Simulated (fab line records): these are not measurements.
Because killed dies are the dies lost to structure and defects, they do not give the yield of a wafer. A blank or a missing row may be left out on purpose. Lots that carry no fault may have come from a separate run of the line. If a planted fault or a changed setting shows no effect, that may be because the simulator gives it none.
Which of the tools did it? -- flow sky130 -- 13 lots, 39 wafers sampled, at 2 steps of a route of 708

## WHAT THE GAUGES SHOWED, per wafer
SKY_RES_PROTECT_TW_MEAS_08.
lot,measured,on,POLY_GATE_TW
L809,day 15 00:35,filmMetro-04,4033 4027 4040
L810,day 15 10:37,filmMetro-04,4035 4035 4050
L814,day 16 19:34,filmMetro-02,4148 4137 4156
L815,day 17 09:41,filmMetro-02,4133 4147 4127
L816,day 17 16:04,filmMetro-02,4136 4130 4140
L821,day 19 15:41,filmMetro-04,4051 4062 4049
L822,day 20 04:04,filmMetro-01,3980 3979 3981
L823,day 20 12:17,filmMetro-02,4121 4144 4106
L824,day 20 13:01,filmMetro-02,4112 4168 4121
L825,day 21 01:17,filmMetro-01,3995 4019 4023
L827,day 21 11:08,filmMetro-02,4110 4134 4128
L828,day 21 22:41,filmMetro-02,4162 4143 4141
L829,day 22 04:02,filmMetro-04,4032 4035 4023

SKY_LDD_P_TW_MEAS_11.
lot,measured,on,LDD_P_TW
L809,day 18 20:20,filmMetro-02,649 648 648
L810,day 19 07:29,filmMetro-04,637 639 638
L814,day 20 19:05,filmMetro-03,637 635 640
L815,day 21 12:23,filmMetro-04,637 637 635
L816,day 21 17:23,filmMetro-04,636 637 634
L821,day 23 17:14,filmMetro-04,634 630 634
L822,day 24 05:01,filmMetro-03,636 635 636
L823,day 24 13:09,filmMetro-02,645 646 647
L824,day 24 12:50,filmMetro-04,631 631 634
L825,day 25 09:35,filmMetro-04,629 627 634
L827,day 25 10:14,filmMetro-02,651 650 650
L828,day 25 20:30,filmMetro-04,631 631 627
L829,day 26 03:11,filmMetro-02,648 650 646

## WHICH TOOL RAN EACH LOT (tool, then ch and the chambers of the sampled wafers, then the start)
Before these readings, the record contains no process step.

## WHAT THE TOOLS THEMSELVES READ (means of the sampled wafers that have a number; where no wafer has one, the mark that the record gives instead)
The record holds no such reading with a usual standard deviation.

## THE ANSWER, worked out from the rows above alone
Rule: the lots themselves supply what counts as usual. Put in order of their means at a reading, lots are off if they are a third of the lots or fewer, leave a main group of 4 or more, and stand apart from it by a gap of 3 or more times the standard deviation of the main group's means; of several such gaps the widest counts. Not used: any main group whose means are identical at the precision the tables above print for the reading. A lot without any number at a reading at which 4 lots or more have one is off too. Where the step has rows for the other lots, those lots are counted as sound. First the gauges in route order, then the tools' own readings, where a lot's mean is used as printed above. The first step at which some lot is off is used, and at that step the reading that is off furthest; a lot without a number counts as furthest.
No lot is off on any of the readings shown, so nothing can be concluded from this.

## WHAT WAS PUT IN BY THE SIMULATOR
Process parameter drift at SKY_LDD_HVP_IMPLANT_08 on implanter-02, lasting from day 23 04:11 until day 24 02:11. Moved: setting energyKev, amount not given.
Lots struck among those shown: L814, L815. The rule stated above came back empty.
